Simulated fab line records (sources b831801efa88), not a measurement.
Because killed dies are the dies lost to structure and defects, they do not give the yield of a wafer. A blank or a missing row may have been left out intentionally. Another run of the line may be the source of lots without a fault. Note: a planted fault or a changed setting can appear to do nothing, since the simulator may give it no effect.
fab line records	flow sky130
record lots=13	wafers=39	lastDay=50
route steps=708 shown METAL1@435 VIA4@656 METAL5@667 PASSIVATION@681 PAD_OPEN@708
lots that met no fault: taken from a fault-free run of the same line
startH: start of the lot's first displayed wafer, in hours after the record's first day	waitH: how many hours have passed since the lot's step before this one	" the same as in the row above	L1.1+2: several wafers, shown together as one row	- no value present, or no start provided	* or withheld: withheld	< > ~ a bound
route shown NAME@n: a module of which the file shows steps, and the number in the route of the first	usual: mean/standard deviation taken from wafers without a fault	same: alike in all rows	chamber/n: place in a boat	sites: readings site by site	_std_site: their standard deviation	_edge_site: outer sites' mean less inner sites'	radiusMm: how far each site lies from the wafer's centre	mask NAME#n: copy n	behind: the tool/chamber that last shaped the wafer	hold: cause of the lot's hold/its duration in hours/its outcome	device: the n, p or np transistor that did not switch	end of line: at the end of the route, the tests of the same wafers	for a step that has no rows: nothing shown but its recipe	killed: dies that structure and defects cost at the first sort, which is not the same as the wafer's yield	map: dies across one wafer; x = killed, . = not, _ = none there
set.NAME: setting as actually run; set.NAME@STEP: the setting as run at that earlier step	model.NAME: the simulator's own value behind a step, which no gauge read
one table for each step of the route and one row for each wafer, over a sample of lots
services: when a tool's chamber went out of use (startH, in hours from the record's first day, below 0 if earlier), for how many hours, and the reason
## steps
# step SKY_METAL1_SPUTTER_01
# recipe material=TiN	targetThkNm=20	powerW=6500	timeS=16.7	chamberPressurePa=0.4
# usual throttleValvePct=30.1/1.3
lot.wafer	tool	chamber	startH	waitH	throttleValvePct
L291.1	pvdSputter-01	-	739.44	0.0	31.1
L291.4	"	-	"	"	30.1
L291.6	"	-	"	"	30.1
L292.1	pvdSputter-01	-	751.11	0.0	29.6
L292.5	"	-	"	"	30.9
L292.6	"	-	"	"	30.0
L293.2	pvdSputter-01	-	761.14	0.0	31.4
L293.3	"	-	"	"	31.1
L293.5	"	-	"	"	31.1
L294.1	pvdSputter-01	-	777.35	0.0	30.8
L294.4	"	-	"	"	29.7
L294.5	"	-	"	"	31.2
L295.1	pvdSputter-02	-	779.29	0.0	31.5
L295.2	"	-	"	"	29.3
L295.6	"	-	"	"	29.0
L297.1	pvdSputter-01	-	803.00	0.0	31.0
L297.3	"	-	"	"	29.9
L297.5	"	-	"	"	31.2
L298.3	pvdSputter-02	-	815.43	0.0	30.3
L298.4	"	-	"	"	29.2
L298.6	"	-	"	"	30.5
L299.1	pvdSputter-01	-	816.33	0.0	31.0
L299.2	"	-	"	"	30.9
L299.3	"	-	"	"	29.7
L300.1	pvdSputter-04	-	824.16	0.0	29.4
L300.4	"	-	"	"	32.5
L300.6	"	-	"	"	27.1
L301.1	pvdSputter-02	-	831.95	0.0	30.5
L301.2	"	-	"	"	29.4
L301.6	"	-	"	"	30.4
L309.2	pvdSputter-01	-	885.09	0.0	31.1
L309.3	"	-	"	"	30.1
L309.5	"	-	"	"	30.3
L312.1	pvdSputter-04	-	905.64	0.0	32.2
L312.2	"	-	"	"	29.1
L312.5	"	-	"	"	27.2
L313.1	pvdSputter-04	-	911.55	0.0	32.3
L313.2	"	-	"	"	29.5
L313.4	"	-	"	"	27.0
# step SKY_VIA4_SPUTTER_17
# recipe material=TiN	targetThkNm=20	chamberPressurePa=5	powerW=4000	timeS=80
# usual throttleValvePct=30.5/0.81
lot.wafer	tool	chamber	startH	waitH	throttleValvePct
L291.1	pvdSputter-02	-	1012.39	0.0	31.7
L291.4	"	-	"	"	31.1
L291.6	"	-	"	"	29.3
L292.1	pvdSputter-03	-	1018.99	0.0	31.1
L292.5	"	-	"	"	29.6
L292.6	"	-	"	"	31.1
L293.2	pvdSputter-03	-	1027.09	0.0	29.5
L293.3	"	-	"	"	29.8
L293.5	"	-	"	"	31.0
L294.1	pvdSputter-02	-	1041.02	0.0	30.3
L294.4	"	-	"	"	29.2
L294.5	"	-	"	"	31.2
L295.1	pvdSputter-03	-	1044.87	0.0	29.9
L295.2	"	-	"	"	29.8
L295.6	"	-	"	"	29.7
L297.1	pvdSputter-02	-	1063.81	0.0	31.3
L297.3	"	-	"	"	31.3
L297.5	"	-	"	"	30.3
L298.3	pvdSputter-02	-	1070.71	0.0	31.2
L298.4	"	-	"	"	29.4
L298.6	"	-	"	"	31.4
L299.1	pvdSputter-03	-	1072.85	0.0	30.2
L299.2	"	-	"	"	31.1
L299.3	"	-	"	"	30.0
L300.1	pvdSputter-02	-	1078.72	0.0	31.4
L300.4	"	-	"	"	31.3
L300.6	"	-	"	"	31.5
L301.1	pvdSputter-02	-	1085.05	0.0	28.9
L301.2	"	-	"	"	30.5
L301.6	"	-	"	"	31.5
L309.2	pvdSputter-03	-	1129.22	0.0	30.4
L309.3	"	-	"	"	29.5
L309.5	"	-	"	"	31.2
L312.1	pvdSputter-01	-	1140.85	0.0	29.4
L312.2	"	-	"	"	31.2
L312.5	"	-	"	"	30.0
L313.1	pvdSputter-03	-	1148.77	0.0	31.2
L313.2	"	-	"	"	29.6
L313.4	"	-	"	"	31.3
# step SKY_METAL5_THK_MEAS_06
# recipe thkMeasGauge=xrf	reads=AlCu_of_METAL5_SPUTTER_02
# usual METAL5_ALCU_THK=1134/13
lot.wafer	tool	chamber	startH	waitH	METAL5_ALCU_THK[nm]
L291.1	filmMetro-01	-	1013.37	0.1	1154
L291.4	"	-	"	"	1140
L291.6	"	-	"	"	1115
L292.1	filmMetro-03	-	1019.97	0.1	1124
L292.5	"	-	"	"	1124
L292.6	"	-	"	"	1141
L293.2	filmMetro-01	-	1028.15	0.1	1137
L293.3	"	-	"	"	1142
L293.5	"	-	"	"	1160
L294.1	filmMetro-04	-	1042.00	0.1	1156
L294.4	"	-	"	"	1162
L294.5	"	-	"	"	1135
L295.1	filmMetro-03	-	1045.85	0.1	1139
L295.2	"	-	"	"	1136
L295.6	"	-	"	"	1141
L297.1	filmMetro-03	-	1064.89	0.1	1149
L297.3	"	-	"	"	1153
L297.5	"	-	"	"	1132
L298.3	filmMetro-03	-	1071.71	0.1	1117
L298.4	"	-	"	"	1136
L298.6	"	-	"	"	1131
L299.1	filmMetro-04	-	1073.83	0.1	1137
L299.2	"	-	"	"	1140
L299.3	"	-	"	"	1132
L300.1	filmMetro-03	-	1079.86	0.1	1152
L300.4	"	-	"	"	1139
L300.6	"	-	"	"	1144
L301.1	filmMetro-01	-	1086.04	0.1	1127
L301.2	"	-	"	"	1124
L301.6	"	-	"	"	1128
L309.2	filmMetro-01	-	1130.23	0.1	1133
L309.3	"	-	"	"	1140
L309.5	"	-	"	"	1147
L312.1	filmMetro-03	-	1142.04	0.1	1144
L312.2	"	-	"	"	1137
L312.5	"	-	"	"	1148
L313.1	filmMetro-01	-	1149.75	0.1	1130
L313.2	"	-	"	"	1132
L313.4	"	-	"	"	1118
# step SKY_PASSIVATION_CVD_00
# recipe material=SiO2	targetThkNm=90	tempC=400	timeS=withheld	rfW=600
# usual heaterPowerW=635/78
lot.wafer	tool	chamber	startH	waitH	heaterPowerW
L291.1	pecvd-04	0	1037.22	0.0	573
L291.4	"	2	"	"	683
L291.6	"	0	"	"	579
L292.1	pecvd-02	2	1043.05	0.0	602
L292.5	"	0	"	"	719
L292.6	"	2	"	"	483
L293.2	pecvd-02	2	1051.17	0.0	507
L293.3	"	1	"	"	725
L293.5	"	0	"	"	605
L294.1	pecvd-02	1	1064.68	0.0	649
L294.4	"	0	"	"	633
L294.5	"	2	"	"	568
L295.1	pecvd-03	1	1068.23	0.0	662
L295.2	"	0	"	"	716
L295.6	"	0	"	"	709
L297.1	pecvd-02	0	1085.88	0.0	669
L297.3	"	1	"	"	709
L297.5	"	1	"	"	696
L298.3	pecvd-03	1	1092.76	0.0	584
L298.4	"	0	"	"	684
L298.6	"	1	"	"	607
L299.1	pecvd-02	1	1096.05	0.0	689
L299.2	"	2	"	"	609
L299.3	"	0	"	"	596
L300.1	pecvd-04	2	1101.58	0.0	773
L300.4	"	0	"	"	681
L300.6	"	1	"	"	540
L301.1	pecvd-04	0	1107.66	0.0	561
L301.2	"	1	"	"	528
L301.6	"	0	"	"	566
L309.2	pecvd-03	1	1149.72	0.0	576
L309.3	"	0	"	"	725
L309.5	"	1	"	"	581
L312.1	pecvd-02	0	1161.41	0.0	563
L312.2	"	1	"	"	702
L312.5	"	1	"	"	696
L313.1	pecvd-04	1	1167.66	0.0	450
L313.2	"	0	"	"	641
L313.4	"	0	"	"	639
# step SKY_PAD_OPEN_PROBE_99
# usual defectLimitedYield=82.3/2	killed_at_M0_to_M3=45/7.5	killed_at_M4_up=3.2/1.8	killedAtContacts=24/4.9	killedAtFrontEnd=15/4.4	killedAtOther=0.3/0.54	killedDies=87/9.8	killedOpen=47/6.4	killedShort=40/6.5	sort_bin_3_pad_short=0.9/0.44	sort_bin_5_function=10.5/1.5	sort_bin_6_memory=6.3/1.2	sortNPass=405/9.8	sortYieldPct=82.3/2
# same grossDies=492	killedAtBackSide=0	sort_bin_4_leakage[%]=0	sort_bin_8_speed[%]=0
lot.wafer	tool	chamber	startH	waitH	defectLimitedYield[%]	killed_at_M0_to_M3	killed_at_M4_up	killedAtContacts	killedAtFrontEnd	killedAtOther	killedDies	killedOpen	killedShort	sort_bin_3_pad_short[%]	sort_bin_5_function[%]	sort_bin_6_memory[%]	sortNPass	sortYieldPct[%]
L297.1	prober-02	-	1128.34	0.1	80.9	41	4	31	18	0	94	53	41	0.6	11.0	7.5	398	80.9
L297.3	prober-02	-	1128.44	0.2	79.5	60	3	23	15	0	101	62	39	0.6	11.0	8.9	391	79.5
L297.5	prober-02	-	1128.54	0.2	83.7	45	1	20	14	0	80	43	37	0.6	9.6	6.1	412	83.7
L300.1	prober-01	-	1143.02	0.1	80.9	48	2	18	26	0	94	44	50	1.2	10.6	7.3	398	80.9
L300.4	prober-01	-	1143.17	0.2	82.3	43	4	27	13	0	87	47	40	0.8	10.8	6.1	405	82.3
L300.6	prober-01	-	1143.27	0.2	79.5	52	1	25	23	0	101	53	48	0.8	11.8	7.9	391	79.5
L301.1	prober-02	-	1149.01	0.1	81.5	49	2	28	12	0	91	55	36	0.2	10.8	7.5	401	81.5
L301.2	prober-02	-	1149.06	0.1	84.3	39	1	22	15	0	77	45	32	1.0	9.8	4.9	415	84.3
L301.6	prober-02	-	1149.26	0.2	85.0	37	0	22	15	0	74	39	35	0.4	9.3	5.3	418	85.0
L309.2	prober-02	-	1187.25	0.1	78.5	73	2	19	12	0	106	45	29	2.0	13.4	6.1	386	78.5
L309.3	prober-02	-	1187.30	0.2	78.9	63	4	25	12	0	104	46	38	2.2	13.2	5.7	388	78.9
L309.5	prober-02	-	1187.40	0.2	78.7	70	3	19	12	1	105	51	33	1.8	12.0	7.5	387	78.7
# killed by level:class
L297.1 CONTACT:geometricParticle:open=13 VIA1:geometricParticle:open=8 LOCAL_INTERCONNECT:geometricParticle:short=6 VIA2:geometricParticle:open=6 FIELD_ISO:geometricParticle:short=5 LI_CONTACT:geometricParticle:open=5 METAL1:geometricParticle:short=5 METAL2:geometricParticle:short=5
L297.3 VIA2:geometricParticle:open=11 VIA3:geometricParticle:open=10 VIA1:geometricParticle:open=9 METAL2:geometricParticle:short=9 CONTACT:geometricParticle:short=7 CONTACT:geometricParticle:open=7 FIELD_ISO:geometricParticle:open=5 LI_CONTACT:geometricParticle:open=4
L297.5 VIA1:geometricParticle:open=12 CONTACT:geometricParticle:open=11 VIA3:geometricParticle:open=8 FIELD_ISO:geometricParticle:short=6 METAL1:geometricParticle:short=6 VIA1:geometricParticle:short=6 VIA2:geometricParticle:open=5 METAL2:geometricParticle:short=5
L300.1 VIA1:geometricParticle:open=11 FIELD_ISO:geometricParticle:short=8 METAL1:geometricParticle:short=7 POLY_GATE:geometricParticle:short=6 LI_CONTACT:geometricParticle:open=6 VIA2:geometricParticle:open=6 POLY_GATE:geometricParticle:open=5 CONTACT:geometricParticle:open=5
L300.4 VIA2:geometricParticle:open=9 CONTACT:geometricParticle:short=7 VIA3:geometricParticle:open=7 LI_CONTACT:geometricParticle:open=6 LOCAL_INTERCONNECT:geometricParticle:short=6 VIA3:geometricParticle:short=6 METAL1:geometricParticle:open=5 FIELD_ISO:geometricParticle:open=4
L300.6 VIA1:geometricParticle:short=11 CONTACT:geometricParticle:open=9 VIA1:geometricParticle:open=9 FIELD_ISO:geometricParticle:open=7 METAL2:geometricParticle:short=7 POLY_GATE:geometricParticle:open=6 LI_CONTACT:geometricParticle:open=6 LOCAL_INTERCONNECT:geometricParticle:short=6
L301.1 VIA1:geometricParticle:open=13 CONTACT:geometricParticle:open=12 LI_CONTACT:geometricParticle:open=6 VIA2:geometricParticle:open=6 METAL3:geometricParticle:short=6 FIELD_ISO:geometricParticle:open=5 VIA1:geometricParticle:short=5 VIA2:geometricParticle:short=5
L301.2 VIA3:geometricParticle:open=9 VIA1:geometricParticle:open=8 LI_CONTACT:geometricParticle:open=6 VIA2:geometricParticle:open=6 CONTACT:geometricParticle:open=5 METAL1:geometricParticle:short=5 FIELD_ISO:geometricParticle:open=4 FIELD_ISO:geometricParticle:short=4
L301.6 LI_CONTACT:geometricParticle:open=9 POLY_GATE:geometricParticle:short=8 CONTACT:geometricParticle:open=7 VIA2:geometricParticle:open=5 VIA1:geometricParticle:open=5 METAL2:geometricParticle:short=5 VIA3:geometricParticle:open=5 LI_CONTACT:geometricParticle:short=4
L309.2 METAL1:unspecified=32 VIA1:geometricParticle:open=12 CONTACT:geometricParticle:open=6 METAL1:geometricParticle:short=6 FIELD_ISO:geometricParticle:open=5 VIA2:geometricParticle:open=5 VIA3:geometricParticle:open=5 POLY_GATE:geometricParticle:open=4
L309.3 METAL1:unspecified=19 VIA1:geometricParticle:open=12 CONTACT:geometricParticle:open=10 METAL1:geometricParticle:short=8 METAL2:geometricParticle:short=6 VIA3:geometricParticle:open=6 LI_CONTACT:geometricParticle:open=5 VIA2:geometricParticle:open=5
L309.5 METAL1:unspecified=21 VIA1:geometricParticle:open=11 CONTACT:geometricParticle:open=8 VIA2:geometricParticle:open=8 METAL1:geometricParticle:short=7 VIA2:geometricParticle:short=6 VIA3:geometricParticle:open=6 FIELD_ISO:geometricParticle:open=4
## services
tool	chamber	startH	hours	kind
pecvd-04	-	734.44	1.3	repair
pecvd-03	-	759.41	4.9	repair
pecvd-04	1	781.51	7.3	repair
pecvd-02	-	801.63	0.8	pm
pecvd-03	-	818.06	1.0	repair
pvdSputter-04	-	837.54	0.6	repair
pecvd-02	-	838.20	1.9	repair
pvdSputter-03	-	901.64	2.2	repair
pvdSputter-02	-	902.18	57.1	repair
pecvd-02	2	902.98	6.7	repair
pecvd-04	-	911.74	2.8	pm
pvdSputter-02	-	949.78	5.9	repair
pvdSputter-03	-	961.68	3.2	repair
pvdSputter-03	-	996.32	3.9	repair
pecvd-02	2	1003.34	6.2	repair
pecvd-02	-	1004.72	1.4	repair
pvdSputter-03	-	1021.40	2.0	repair
pvdSputter-01	-	1031.02	10.1	repair
pvdSputter-03	-	1091.30	2.6	repair
pvdSputter-01	-	1091.68	1.6	repair
pecvd-02	0	1096.95	11.4	repair
pecvd-04	-	1137.64	6.0	pm
pvdSputter-01	-	1150.96	3.3	repair
pecvd-04	-	1165.71	1.4	repair
## key
firstSign step=SKY_PAD_OPEN_PROBE_99	reading=killed_at_M0_to_M3	direction=up	sigmas=3.2	usual=45	struck=69
effect step=SKY_PAD_OPEN_PROBE_99	reading=sort_bin_3_pad_short	direction=up	sigmas=2.6	usual=0.9	struck=2.0	wafersMoved=2
metAt SKY_METAL1_SPUTTER_01
struckLots L309
notActingAt SKY_VIA4_SPUTTER_17,SKY_METAL5_THK_MEAS_06,SKY_PASSIVATION_CVD_00
onsetBetween 816.33 885.09
fault kind=chamberParticleSource	tool=pvdSputter-01	chamber=-	onsetH=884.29	steps=SKY_METAL1_SPUTTER_01	ratePerVisitCm2=0.62405	endH=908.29
